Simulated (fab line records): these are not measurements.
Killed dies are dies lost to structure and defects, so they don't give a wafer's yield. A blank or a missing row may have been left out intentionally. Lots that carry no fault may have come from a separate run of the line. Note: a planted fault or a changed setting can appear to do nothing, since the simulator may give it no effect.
fab line records	flow sky130
record lots=6	wafers=18	last_day=50
route steps=708 shown LOCAL_INTERCONNECT@396 CONTACT@406 PAD_OPEN@708
lots that met no fault: from a run of the same line without faults
start_h: hours from the record's first day to the start of the lot's first wafer shown	wait_h: hours elapsed since this lot's preceding step	" unchanged from the row above	L1.1+2: a row that stands for several wafers	- no value, or no start was given	* or withheld: withheld	< > ~ a bound
route shown NAME@n: names a module that has steps shown in the file, with the first one's number in the route	usual: mean and standard deviation over wafers with no fault	same: alike in all rows	chamber/n: place in a boat	sites: the reading at each site	_std_site: the values' standard deviation	_edge_site: outer sites' mean less inner sites'	radius_mm: for every site, how far away it sits from the centre of the wafer	mask NAME#n: copy n	behind: the tool/chamber that last shaped the wafer	hold: what put the lot on hold/how long, in hours/how the hold closed	device: the transistor (n, p or np) that didn't switch	end of line: the same wafers' tests at the end of the route	a step without rows: its recipe alone	killed: the dies lost at the first sort to structure and to defects; this is not the yield of the wafer	map: per-die view of a wafer (x killed, . not killed, _ where there is no die)
set.NAME: the setting that was run; set.NAME@STEP: the one run at that earlier step	model.NAME: the simulator's own value behind a step, which no gauge read
lots seen at some steps along the route; tables by step, rows by wafer
services: the hour from which a tool's chamber was out of use, counted from the record's first day as start_h (under 0 if before that day), plus the number of hours and why
## steps
# step SKY_LOCAL_INTERCONNECT_PEB_09
# recipe peb_temp_c=withheld	peb_time_s=withheld	resist=KrF-thick
# step SKY_LOCAL_INTERCONNECT_DEVELOP_10
# recipe develop_time_s=60	resist=KrF-thick	dev_temp_c=21
# step SKY_LOCAL_INTERCONNECT_CD_MEAS_11
# recipe target_cd_nm=170
# usual cd_nm=170.2/1.8
lot.wafer	tool	chamber	start_h	wait_h	cd_nm
L796.2	cd_sem-02	-	704.65	-	168.9
L796.4	"	-	"	"	170.3
L796.5	"	-	"	"	170.5
L807.2	cd_sem-02	-	802.20	-	170.4
L807.4	"	-	"	"	170.7
L807.5	"	-	"	"	170.8
L809.2	cd_sem-01	-	816.74	-	166.5
L809.4	"	-	"	"	167.6
L809.5	"	-	"	"	167.5
L814.1	cd_sem-02	-	852.13	-	171.5
L814.5	"	-	"	"	169.9
L814.6	"	-	"	"	170.1
L815.1	cd_sem-01	-	855.97	-	171.3
L815.3	"	-	"	"	172.0
L815.4	"	-	"	"	171.4
L816.2	cd_sem-01	-	873.99	-	172.8
L816.3	"	-	"	"	172.2
L816.6	"	-	"	"	170.2
# step SKY_LOCAL_INTERCONNECT_OVL_MEAS_12
# usual LOCAL_INTERCONNECT_OVL=1/5.1
lot.wafer	tool	chamber	start_h	wait_h	LOCAL_INTERCONNECT_OVL[nm]
L796.2	overlay-02	-	704.75	0.1	-2
L796.4	"	-	"	"	-3
L796.5	"	-	"	"	2
L807.2	overlay-01	-	802.30	0.1	8
L807.4	"	-	"	"	-1
L807.5	"	-	"	"	1
L809.2	overlay-01	-	816.84	0.1	9
L809.4	"	-	"	"	15
L809.5	"	-	"	"	-3
L814.1	overlay-02	-	852.25	0.1	3
L814.5	"	-	"	"	3
L814.6	"	-	"	"	-3
L815.1	overlay-02	-	856.09	0.1	6
L815.3	"	-	"	"	4
L815.4	"	-	"	"	-6
L816.2	overlay-02	-	874.09	0.1	11
L816.3	"	-	"	"	0
L816.6	"	-	"	"	14
# step SKY_LOCAL_INTERCONNECT_ETCH_13
# recipe chemistry=N2/H2	target=BARC	ion_energy_ev=200	bias_w=100	pressure_mtorr=30	n2_flow_sccm=100	h2_flow_sccm=200	icp_w=500	stop_on=SiO2	time_s=45.9	target_depth_a=600
# usual drypump_motor_current_A=5.8/0.42	oes_product_au=0.854/0.0044	throttle_valve_pct=13.225/0.0092
# same time_s=45.9
lot.wafer	tool	chamber	start_h	wait_h	drypump_motor_current_A	oes_product_au	rf_hours_counter_h	throttle_valve_pct
L796.2	rie_metal-02	0	704.78	0.0	5.4	0.858	7	13.227
L796.4	"	1	"	"	6.3	0.858	-	13.219
L796.5	"	0	"	"	5.5	0.854	-	13.198
L807.2	rie_metal-01	1	802.33	0.0	5.4	0.849	2	13.226
L807.4	"	1	"	"	5.4	0.849	-	13.243
L807.5	"	1	"	"	5.4	0.846	-	13.222
L809.2	rie_metal-02	1	816.87	0.0	6.3	0.860	14	13.222
L809.4	"	0	"	"	5.5	0.863	-	13.219
L809.5	"	1	"	"	6.3	0.848	-	13.215
L814.1	rie_metal-03	0	852.29	0.0	6.3	0.854	11	13.219
L814.5	"	1	"	"	5.4	0.863	-	13.219
L814.6	"	0	"	"	6.3	0.854	-	13.227
L815.1	rie_metal-01	1	856.12	0.0	5.4	0.854	4	13.236
L815.3	"	0	"	"	6.2	0.854	-	13.230
L815.4	"	1	"	"	5.4	0.853	-	13.230
L816.2	rie_metal-01	0	874.15	0.0	6.2	0.852	-	13.235
L816.3	"	0	"	"	6.2	0.854	-	13.221
L816.6	"	0	"	"	6.2	0.855	-	13.224
# step SKY_LOCAL_INTERCONNECT_METAL_ETCH_14
# recipe target_depth_nm=110	stop_on=PSG	chemistry=Cl2/BCl3	target=TiN	resist_sidewall_deg=88	pressure_mtorr=10	icp_w=900	bias_w=48.5	Cl2_flow_sccm=60	bcl3_flow_sccm=30	time_s=31.4
# usual drypump_motor_current_A=5.8/0.41	oes_product_au=0.941/0.0077	throttle_valve_pct=21.902/0.01
# same time_s=31.4
lot.wafer	tool	chamber	start_h	wait_h	drypump_motor_current_A	oes_product_au	rf_hours_counter_h	throttle_valve_pct
L796.2	rie_metal-02	0	704.85	0.0	5.5	0.949	7	21.908
L796.4	"	1	"	"	6.3	0.946	-	21.889
L796.5	"	0	"	"	5.5	0.939	-	21.884
L807.2	rie_metal-01	1	802.42	0.1	5.4	0.947	2	21.895
L807.4	"	1	"	"	5.4	0.942	-	21.913
L807.5	"	1	"	"	5.4	0.943	-	21.889
L809.2	rie_metal-02	1	816.96	0.1	6.3	0.934	14	21.910
L809.4	"	0	"	"	5.5	0.935	-	21.913
L809.5	"	1	"	"	6.3	0.931	-	21.921
L814.1	rie_metal-03	0	852.35	0.0	6.3	0.942	11	21.901
L814.5	"	1	"	"	5.4	0.922	-	21.902
L814.6	"	0	"	"	6.3	0.944	-	21.888
L815.1	rie_metal-01	1	856.19	0.0	5.4	0.947	4	21.902
L815.3	"	0	"	"	6.2	0.943	-	21.908
L815.4	"	1	"	"	5.4	0.946	-	21.905
L816.2	rie_metal-01	0	874.27	0.1	6.2	0.943	-	21.906
L816.3	"	0	"	"	6.2	0.939	-	21.902
L816.6	"	0	"	"	6.2	0.938	-	21.891
# step SKY_LOCAL_INTERCONNECT_STRIP_15
# recipe chemistry=O2/N2	power_w=1400	pressure_mtorr=1500	platen_temp_c=withheld	o2_flow_sccm=3000	n2_flow_sccm=300	overash_fraction=0.5
# usual drypump_motor_current_A=5.7/0.53	o2_flow_sccm=3000/7.9	oes_product_au=0.427/0.0049	strip_time_to_endpoint_s=4.719/0.022
# same overash_fraction=0.5
lot.wafer	tool	chamber	start_h	wait_h	drypump_motor_current_A	o2_flow_sccm	oes_product_au	rf_hours_counter_h	strip_time_to_endpoint_s
L796.2	plasma_asher-04	0	704.90	0.0	5.3	2999	0.424	97	4.739
L796.4	"	1	"	"	6.4	3000	0.427	-	4.771
L796.5	"	1	"	"	6.4	3012	0.419	-	4.718
L807.2	plasma_asher-04	0	802.49	0.0	5.3	2996	0.432	6	4.697
L807.4	"	1	"	"	6.4	2990	0.424	-	4.697
L807.5	"	1	"	"	6.4	2994	0.437	-	4.716
L809.2	plasma_asher-02	0	817.03	0.0	5.3	3001	0.427	102	4.773
L809.4	"	0	"	"	5.3	3007	0.425	-	4.727
L809.5	"	1	"	"	6.3	3002	0.439	-	4.746
L814.1	plasma_asher-03	0	852.40	0.0	5.6	2990	0.420	71	4.710
L814.5	"	1	"	"	5.1	2998	0.432	-	4.712
L814.6	"	0	"	"	5.6	2985	0.433	-	4.718
L815.1	plasma_asher-04	0	856.24	0.0	5.3	2989	0.419	11	4.740
L815.3	"	1	"	"	6.4	2998	0.433	-	4.701
L815.4	"	0	"	"	5.3	2990	0.427	-	4.722
L816.2	plasma_asher-03	0	874.35	0.1	5.6	3011	0.423	73	4.750
L816.3	"	0	"	"	5.6	2996	0.427	-	4.719
L816.6	"	0	"	"	5.6	3008	0.426	-	4.726
# step SKY_LOCAL_INTERCONNECT_STRIP_16
# recipe chemistry=post_etch_residue_remover	time_s=1200	temp_c=72.5
# step SKY_LOCAL_INTERCONNECT_CLEAN_17
# recipe chemistry=IPA	time_s=180	temp_c=25
# step SKY_LOCAL_INTERCONNECT_CLEAN_18
# recipe chemistry=O3/DIW	dry=n2_spin
# step SKY_CONTACT_CVD_00
# recipe material=Si3N4	target_thk_nm=75	temp_c=400	time_s=withheld	rf_w=450
# usual heater_power_outer_w=438/43	heater_power_w=763/72	susceptor_temp_C=400.03/0.24
lot.wafer	tool	chamber	start_h	wait_h	heater_power_outer_w	heater_power_w	susceptor_temp_C
L796.2	pecvd-04	1	705.49	0.0	494	862	399.74
L796.4	"	2	"	"	453	830	400.17
L796.5	"	0	"	"	435	689	400.09
L807.2	pecvd-04	2	803.08	0.0	420	779	399.86
L807.4	"	0	"	"	418	668	399.93
L807.5	"	2	"	"	417	784	399.79
L809.2	pecvd-03	0	817.62	0.0	399	657	400.26
L809.4	"	2	"	"	421	736	400.10
L809.5	"	0	"	"	403	661	400.37
L814.1	pecvd-03	0	853.07	0.0	390	649	400.10
L814.5	"	1	"	"	442	792	400.10
L814.6	"	0	"	"	409	676	400.05
L815.1	pecvd-03	1	856.90	0.0	463	801	399.57
L815.3	"	2	"	"	419	751	400.08
L815.4	"	1	"	"	474	819	400.49
L816.2	pecvd-04	1	874.95	0.0	500	854	399.91
L816.3	"	0	"	"	490	790	400.27
L816.6	"	2	"	"	436	834	400.11
# step SKY_CONTACT_THK_MEAS_01
# recipe reads=Si3N4_of_CONTACT_CVD_00
# usual CONTACT_CVD_00_THK=75.0/1.1
lot.wafer	tool	chamber	start_h	wait_h	CONTACT_CVD_00_THK[nm]
L796.2	film_metro-04	-	705.53	-	76.6
L796.4	"	-	"	"	76.5
L796.5	"	-	"	"	77.0
L807.2	film_metro-02	-	803.14	-	73.8
L807.4	"	-	"	"	74.8
L807.5	"	-	"	"	75.1
L809.2	film_metro-02	-	817.66	-	73.7
L809.4	"	-	"	"	76.5
L809.5	"	-	"	"	76.1
L814.1	film_metro-03	-	853.12	-	73.2
L814.5	"	-	"	"	74.6
L814.6	"	-	"	"	74.3
L815.1	film_metro-04	-	856.93	-	74.9
L815.3	"	-	"	"	76.3
L815.4	"	-	"	"	76.8
L816.2	film_metro-03	-	875.00	-	74.5
L816.3	"	-	"	"	74.5
L816.6	"	-	"	"	76.8
# step SKY_CONTACT_HDPCVD_02
# recipe material=SiO2	target_thk_nm=565	sigma_open_frac=0.3	time_s=94.2	temp_c=600	sih4_flow_sccm=60	pressure_mtorr=6
# usual sih4_flow_sccm=59.96/0.16	susceptor_temp_C=600.01/0.28
# same time_s=94.2
lot.wafer	tool	chamber	start_h	wait_h	sih4_flow_sccm	susceptor_temp_C	model.SiO2_of_CONTACT_HDPCVD_02.thk_nm
L796.2	hdpcvd-01	1	705.58	0.0	59.98	599.62	574.9
L796.4	"	0	"	"	60.19	600.15	569.9
L796.5	"	2	"	"	59.98	600.18	577.8
L807.2	hdpcvd-02	0	803.19	0.0	59.68	599.96	568.8
L807.4	"	2	"	"	60.01	599.92	579.4
L807.5	"	1	"	"	59.76	600.03	571.7
L809.2	hdpcvd-02	0	817.71	0.0	59.91	600.12	559.2
L809.4	"	1	"	"	59.77	600.56	569.6
L809.5	"	2	"	"	59.92	599.64	562.3
L814.1	hdpcvd-02	1	853.18	0.1	71.65	599.90	684.5
L814.5	"	1	"	"	72.01	599.61	685.3
L814.6	"	0	"	"	72.11	599.93	683
L815.1	hdpcvd-01	0	856.99	0.1	59.92	599.70	564.6
L815.3	"	1	"	"	60.01	599.95	572.1
L815.4	"	2	"	"	59.92	600.05	575
L816.2	hdpcvd-02	0	875.05	0.0	71.87	599.26	673.3
L816.3	"	2	"	"	72.06	599.68	672.9
L816.6	"	2	"	"	72.16	599.83	673.2
# step SKY_CONTACT_THK_MEAS_03
# recipe reads=SiO2_of_CONTACT_HDPCVD_02
# usual CONTACT_HDPCVD_THK=566/6.4
lot.wafer	tool	chamber	start_h	wait_h	CONTACT_HDPCVD_THK[nm]
L796.2	film_metro-02	-	705.66	0.0	574
L796.4	"	-	"	"	570
L796.5	"	-	"	"	578
L807.2	film_metro-04	-	803.27	0.0	569
L807.4	"	-	"	"	579
L807.5	"	-	"	"	571
L809.2	film_metro-03	-	817.79	0.0	559
L809.4	"	-	"	"	570
L809.5	"	-	"	"	562
L814.1	film_metro-02	-	853.25	0.0	685
L814.5	"	-	"	"	685
L814.6	"	-	"	"	682
L815.1	film_metro-02	-	857.06	0.0	565
L815.3	"	-	"	"	572
L815.4	"	-	"	"	575
L816.2	film_metro-02	-	875.13	0.0	673
L816.3	"	-	"	"	673
L816.6	"	-	"	"	673
# step SKY_CONTACT_CMP_04
# recipe material=SiO2	down_force_psi=4	platen_rpm=60	pad_velocity_m_s=0.94248
# usual motor_current_A=11.3/1.3	time_to_endpoint_s=83/4.6
lot.wafer	tool	chamber	start_h	wait_h	motor_current_A	time_to_endpoint_s
L796.2	cmp-01	3	705.81	0.1	11.1	81
L796.4	"	0	"	"	12.6	82
L796.5	"	2	"	"	10.4	87
L807.2	cmp-01	2	803.37	0.1	10.2	86
L807.4	"	0	"	"	12.6	85
L807.5	"	1	"	"	9.6	86
L809.2	cmp-02	0	817.89	0.1	10.7	77
L809.4	"	2	"	"	13.2	81
L809.5	"	3	"	"	12.5	81
L814.1	cmp-02	1	853.41	0.1	11.9	130
L814.6	"	3	"	"	13.1	124
L814.5	"	0	"	"	9.8	126
L815.1	cmp-01	1	857.12	0.1	9.3	87
L815.3	"	2	"	"	10.4	91
L815.4	"	3	"	"	11.6	90
L816.2	cmp-01	2	875.18	0.0	10.1	134
L816.3	"	1	"	"	9.5	127
L816.6	"	3	"	"	11.4	121
# step SKY_CONTACT_BOW_MEAS_05
# recipe mode=bow
# usual CONTACT_BOW=81/6.7
lot.wafer	tool	chamber	start_h	wait_h	CONTACT_BOW[um]
L796.2	film_metro-03	-	706.03	0.2	81
L796.4	"	-	"	"	70
L796.5	"	-	"	"	82
L807.2	film_metro-02	-	803.64	0.2	85
L807.4	"	-	"	"	67
L807.5	"	-	"	"	81
L809.2	film_metro-03	-	818.16	0.2	77
L809.4	"	-	"	"	84
L809.5	"	-	"	"	70
L814.1	film_metro-03	-	853.61	0.1	87
L814.5	"	-	"	"	76
L814.6	"	-	"	"	83
L815.1	film_metro-03	-	857.42	0.2	77
L815.3	"	-	"	"	67
L815.4	"	-	"	"	79
L816.2	film_metro-03	-	875.50	0.3	73
L816.3	"	-	"	"	88
L816.6	"	-	"	"	86
# step SKY_PAD_OPEN_PROBE_99
# usual killed_at_M0_to_M3=43/7.1	killed_at_M4_up=3.2/1.7	killed_at_contacts=24/5.6	killed_at_front_end=16/5	killed_at_other=0.4/0.68	killed_dies=86/9.3	killed_on_rim=17/3.8	killed_open=47/7.1	killed_short=39/5.7
# same gross_dies=492	killed_at_back_side=0
lot.wafer	tool	chamber	start_h	wait_h	killed_at_M0_to_M3	killed_at_M4_up	killed_at_contacts	killed_at_front_end	killed_at_other	killed_dies	killed_on_rim	killed_open	killed_short
L796.2	prober-01	-	1073.31	0.1	46	3	17	20	1	87	18	50	37
L796.4	prober-01	-	1073.41	0.2	45	3	27	16	0	91	12	50	41
L796.5	prober-01	-	1073.46	0.2	41	0	30	9	0	80	13	46	34
L809.2	prober-02	-	1155.68	0.1	54	1	18	19	1	93	19	62	30
L809.4	prober-02	-	1155.78	0.2	38	1	34	17	0	90	19	49	41
L809.5	prober-02	-	1155.83	0.2	43	1	15	13	0	72	17	45	27
L815.1	prober-02	-	1182.11	0.1	51	3	24	21	0	99	26	46	53
L815.3	prober-02	-	1182.21	0.2	46	3	20	13	0	82	16	51	30
L815.4	prober-02	-	1182.26	0.2	57	6	21	26	1	111	26	68	43
# killed by level:class
L796.2 VIA1:geometric_particle:open=11 VIA2:geometric_particle:open=7 VIA1:geometric_particle:short=6 FIELD_ISO:geometric_particle:short=5 CONTACT:geometric_particle:open=5 VIA3:geometric_particle:open=5 FIELD_ISO:geometric_particle:open=4 POLY_GATE:geometric_particle:short=4
L796.4 VIA1:geometric_particle:open=13 CONTACT:geometric_particle:open=10 VIA1:geometric_particle:short=7 POLY_GATE:geometric_particle:short=6 CONTACT:geometric_particle:short=6 VIA3:geometric_particle:open=6 VIA2:geometric_particle:open=5 LI_CONTACT:geometric_particle:open=4
L796.5 VIA1:geometric_particle:open=14 CONTACT:geometric_particle:open=11 LI_CONTACT:geometric_particle:open=8 VIA1:geometric_particle:short=6 CONTACT:geometric_particle:short=6 METAL1:geometric_particle:short=5 METAL2:geometric_particle:short=4 POLY_GATE:geometric_particle:open=3
L809.2 VIA1:geometric_particle:open=21 CONTACT:geometric_particle:open=8 VIA3:geometric_particle:open=7 POLY_GATE:geometric_particle:open=6 LI_CONTACT:geometric_particle:open=6 VIA1:geometric_particle:short=6 VIA3:geometric_particle:short=5 METAL1:geometric_particle:short=4
L809.4 CONTACT:geometric_particle:open=16 VIA1:geometric_particle:open=11 VIA3:geometric_particle:short=7 LI_CONTACT:geometric_particle:open=6 FIELD_ISO:geometric_particle:open=5 CONTACT:geometric_particle:short=5 LOCAL_INTERCONNECT:geometric_particle:short=4 METAL1:geometric_particle:short=4
L809.5 VIA1:geometric_particle:open=9 METAL1:geometric_particle:short=7 VIA3:geometric_particle:open=7 POLY_GATE:geometric_particle:open=6 LI_CONTACT:geometric_particle:open=6 CONTACT:geometric_particle:open=4 VIA1:geometric_particle:short=4 METAL2:geometric_particle:open=4
L815.1 CONTACT:geometric_particle:open=12 VIA1:geometric_particle:open=12 FIELD_ISO:geometric_particle:short=7 METAL1:geometric_particle:short=6 VIA2:geometric_particle:open=6 METAL2:geometric_particle:short=6 VIA2:geometric_particle:short=6 VIA3:geometric_particle:short=5
L815.3 VIA1:geometric_particle:open=12 VIA2:geometric_particle:open=8 CONTACT:geometric_particle:open=8 POLY_GATE:geometric_particle:open=6 LI_CONTACT:geometric_particle:open=6 METAL2:geometric_particle:short=5 METAL3:geometric_particle:short=5 VIA2:geometric_particle:short=4
L815.4 VIA1:geometric_particle:open=24 VIA2:geometric_particle:open=10 POLY_GATE:geometric_particle:open=8 VIA1:geometric_particle:short=7 FIELD_ISO:geometric_particle:open=6 CONTACT:geometric_particle:open=6 CONTACT:geometric_particle:short=6 METAL2:geometric_particle:short=5
## services
tool	chamber	start_h	hours	kind
cmp-02	-	691.95	0.4	repair
cmp-02	-	722.96	15.3	repair
rie_metal-02	0	725.83	23.5	repair
plasma_asher-04	-	733.75	9.0	pm
rie_metal-02	-	735.20	0.4	repair
cmp-02	-	738.29	6.2	pm
rie_metal-01	-	739.80	4.3	pm
plasma_asher-04	-	742.75	2.8	pm
cmp-02	-	748.54	4.0	pm
hdpcvd-01	2	754.87	3.5	repair
cmp-02	-	759.53	2.6	repair
cmp-01	-	762.41	21.0	pm
pecvd-04	1	766.10	1.8	repair
pecvd-03	-	787.05	0.5	repair
cmp-01	-	792.25	5.1	pm
cmp-01	-	798.81	1.1	repair
pecvd-04	1	800.30	3.6	repair
rie_metal-01	1	806.30	1.3	repair
pecvd-03	-	810.04	0.6	repair
plasma_asher-04	-	841.65	2.1	repair
cmp-01	-	848.83	0.5	repair
pecvd-03	2	851.26	4.4	repair
rie_metal-01	1	868.88	22.1	repair
cmp-01	-	871.80	1.1	repair
## key
first_sign step=SKY_CONTACT_HDPCVD_02	reading=sih4_flow_sccm	direction=up	sigmas=73	usual=59.96	struck=71.98
effect step=SKY_CONTACT_THK_MEAS_03	reading=CONTACT_HDPCVD_THK	direction=up	sigmas=17	usual=566	struck=679
effect step=SKY_CONTACT_CMP_04	reading=time_to_endpoint_s	direction=up	sigmas=9.5	usual=*	struck=*
model_effect step=SKY_CONTACT_HDPCVD_02	value=SiO2_of_CONTACT_HDPCVD_02.thk_nm	without=565.7	struck=678.7
met_at SKY_CONTACT_HDPCVD_02
struck_wafers L814.1,L814.5,L814.6,L816.2,L816.3,L816.6
tester_left_out L814,L816
onset_between 817.71 853.18
fault kind=process_parameter_drift	tool=hdpcvd-02	chamber=-	onset_h=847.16	steps=SKY_CONTACT_HDPCVD_02	channel=sih4_flow_sccm	offset=12	shape=step	end_h=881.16	acts_in=these_recipes_only	stated=60
# tester_left_out: of these lots the tester's yield and bins aren't shown, on N5 and GAA mostly nor the transistor test; their killed dies are dies lost to structure and defects alone, not to doping, threshold or leakage, so they don't give the yield
